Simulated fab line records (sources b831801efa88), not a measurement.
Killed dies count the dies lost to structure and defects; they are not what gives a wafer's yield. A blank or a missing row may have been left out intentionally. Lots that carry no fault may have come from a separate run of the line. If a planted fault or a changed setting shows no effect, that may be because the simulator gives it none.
Which of the tools did it?    flow gf180mcu    Sampling: 11 lots, 33 wafers, 6 of 602 route steps

WHAT THE GAUGES READ, wafer by wafer
GF_V4_THK_MEAS_03.
lot   measured      on             V4_CVD_02_THK (nm)
L178  day 23 17:05  film metro-04  848 881 878
L179  day 24 00:27  film metro-03  854 856 841
L180  day 24 02:43  film metro-03  839 843 867
L186  day 26 07:13  film metro-02  839 846 847
L193  day 28 12:14  film metro-04  840 841 848
L194  day 28 15:25  film metro-03  850 875 862
L195  day 28 20:41  film metro-04  839 844 852
L198  day 29 16:46  film metro-04  837 849 870
L199  day 29 23:14  film metro-04  838 846 853
L200  day 30 06:26  film metro-02  841 871 852
L201  day 30 13:26  film metro-04  838 867 844

GF_V4_BOW_MEAS_05.
lot   measured      on             V4_BOW (um)
L178  day 23 17:28  film metro-04  135 141 139
L179  day 24 00:49  film metro-04  142 146 141
L180  day 24 03:05  film metro-02  131 130 135
L186  day 26 07:35  film metro-03  135 134 128 - - -
L193  day 28 12:35  film metro-04  130 143 149
L194  day 28 16:00  film metro-04  135 131 132
L195  day 28 21:02  film metro-03  129 114 134
L198  day 29 17:09  film metro-02  146 130 139
L199  day 29 23:36  film metro-02  121 137 124
L200  day 30 06:47  film metro-04  120 118 126
L201  day 30 13:50  film metro-04  138 140 149

GF_V5_OVL_MEAS_15.
lot   measured      on          V5_OVL (nm)
L178  day 27 10:37  overlay-02  -2 5 6
L179  day 27 17:55  overlay-01  -2 -3 1
L180  day 27 18:23  overlay-01  11 4 5
L186  day 29 17:50  overlay-01  3 1 4
L193  day 31 17:43  overlay-02  0 7 3
L194  day 31 21:55  overlay-01  8 5 5
L195  day 32 01:55  overlay-01  5 4 6
L198  day 32 19:34  overlay-01  1 -1 5
L199  day 33 01:44  overlay-01  -6 -2 2
L200  day 33 06:34  overlay-02  5 3 1
L201  day 33 13:32  overlay-02  -6 -7 -8

WHAT TOOL EACH LOT RAN ON (gives the tool, then ch and the chambers of the sampled wafers, and finally the start)
lot   GF_V4_CMP_04                   GF_V4_ETCH_17                                  GF_M5_ETCH_09
L178  cmp-02 ch 2,3, day 23 17:07    rie diel-01 ch 1,2, day 26 12:37 or earlier    rie diel-02 ch 1,3, day 26 12:37
L179  cmp-02 ch 0,2,3, day 24 00:30  rie diel-01 ch 2,3, day 26 19:40 or earlier    rie diel-01 ch 2,3, day 26 19:40
L180  cmp-01 ch 0,3, day 24 02:48    rie diel-04 ch 0,3, day 26 20:58 or earlier    rie diel-03 ch 0,3, day 26 20:58
L186  cmp-02 ch 0,1, day 26 07:19    rie diel-03 ch 1,3, day 28 21:07 or earlier    rie diel-03 ch 0,2,3, day 28 21:07
L193  cmp-02 ch 0,1,3, day 28 12:20  rie diel-04 ch 0,1, day 30 23:00 or earlier    rie diel-02 ch 0,1, day 30 23:00
L194  cmp-01 ch 1,2,3, day 28 15:42  rie diel-04 ch 2,3, day 31 02:46 or earlier    rie diel-01 ch 0,3, day 31 02:46
L195  cmp-02 ch 0,1,3, day 28 20:44  rie diel-04 ch 2,3, day 31 07:19 or earlier    rie diel-02 ch 0,1, day 31 07:19
L198  cmp-02 ch 1,2,3, day 29 16:49  rie diel-01 ch 0,3, day 32 01:20 or earlier    rie diel-03 ch 1,2,3, day 32 01:20
L199  cmp-02 ch 0,2,3, day 29 23:24  rie diel-04 ch 0,2,3, day 32 07:34 or earlier  rie diel-01 ch 0,2, day 32 07:34
L200  cmp-02 ch 0,2,3, day 30 06:38  rie diel-03 ch 1,2, day 32 13:12 or earlier    rie diel-01 ch 0,1,2, day 32 13:12
L201  cmp-02 ch 0,2, day 30 13:32    rie diel-04 ch 0,1, day 32 20:15 or earlier    rie diel-03 ch 0,1, day 32 20:15
- GF_V4_CMP_04: polishes SiO2.
- GF_V4_ETCH_17: etches SiO2 in C4F8/O2/Ar, stops on TiN, target depth 630 nm.
- GF_M5_ETCH_09: etches Si3N4 in CF4/O2, target depth 52 nm, time 11.6 s.

AS READ BY THE TOOLS THEMSELVES (means over the sampled wafers that have a number; for cases with no such wafer, the mark the record gives instead)
GF_V4_CMP_04.
lot   tool    motor current A (A)  time to endpoint s (s)
L178  cmp-02  12.3                 89
L179  cmp-02  12.0                 79
L180  cmp-01  11.4                 80
L186  cmp-02  12.0                 80
L193  cmp-02  12.1                 77
L194  cmp-01  11.0                 84
L195  cmp-02  12.1                 76
L198  cmp-02  12.1                 81
L199  cmp-02  12.1                 78
L200  cmp-02  12.3                 84
L201  cmp-02  11.7                 84

GF_V4_ETCH_17.
lot   tool         oes product au (a.u.)
L178  rie diel-01  0.857
L179  rie diel-01  0.858
L180  rie diel-04  0.855
L186  rie diel-03  0.840
L193  rie diel-04  0.858
L194  rie diel-04  0.854
L195  rie diel-04  0.850
L198  rie diel-01  0.856
L199  rie diel-04  0.858
L200  rie diel-03  0.855
L201  rie diel-04  0.859

GF_M5_ETCH_09.
lot   tool         drypump motor current A (A)  oes product au (a.u.)  throttle valve pct (%)
L178  rie diel-02  5.7                          0.996                  5.966
L179  rie diel-01  6.2                          1.004                  5.974
L180  rie diel-03  5.5                          1.007                  5.972
L186  rie diel-03  5.4                          1.006                  5.983
L193  rie diel-02  5.7                          1.001                  5.966
L194  rie diel-01  6.1                          0.999                  5.968
L195  rie diel-02  5.6                          1.000                  5.967
L198  rie diel-03  5.1                          0.995                  5.971
L199  rie diel-01  6.2                          0.999                  5.971
L200  rie diel-01  6.0                          1.001                  5.964
L201  rie diel-03  5.6                          1.001                  5.967

THE ANSWER, worked out from the rows above alone
Rule: the lots themselves supply what counts as usual. The widest of any qualifying gaps counts: lots, ordered by their means at a reading, are off when they make up no more than a third of the lots, leave a main group of 4 or more, and stand apart from it by 3 or more times the standard deviation of that group's means. The tables above print the reading to a certain number of digits; a main group whose means all agree to those digits is not used. A lot without any number at a reading at which 4 lots or more have one is off too. All remaining lots with rows at the step are treated as sound. The gauges are gone through in route order, then the tools' own readings, and for those a lot's mean is taken as printed above. At the first step where some lot is off, the reading lying furthest off is the one used; lots without a number count as furthest.
Off at GF_V4_ETCH_17 (oes product au): L186. Mean 0.856 a.u. and standard deviation 0.0025 in the main group.
A tool fits if, at that step or a process step before it, it ran every lot that is off, and no sound lot after the first of them. Because GF_V4_ETCH_17 lacks a start for some lots, the hours and order of its lots are taken from GF_M5_ETCH_09. Of those tried, none fits.

WHAT THE SIMULATOR HAD INSERTED
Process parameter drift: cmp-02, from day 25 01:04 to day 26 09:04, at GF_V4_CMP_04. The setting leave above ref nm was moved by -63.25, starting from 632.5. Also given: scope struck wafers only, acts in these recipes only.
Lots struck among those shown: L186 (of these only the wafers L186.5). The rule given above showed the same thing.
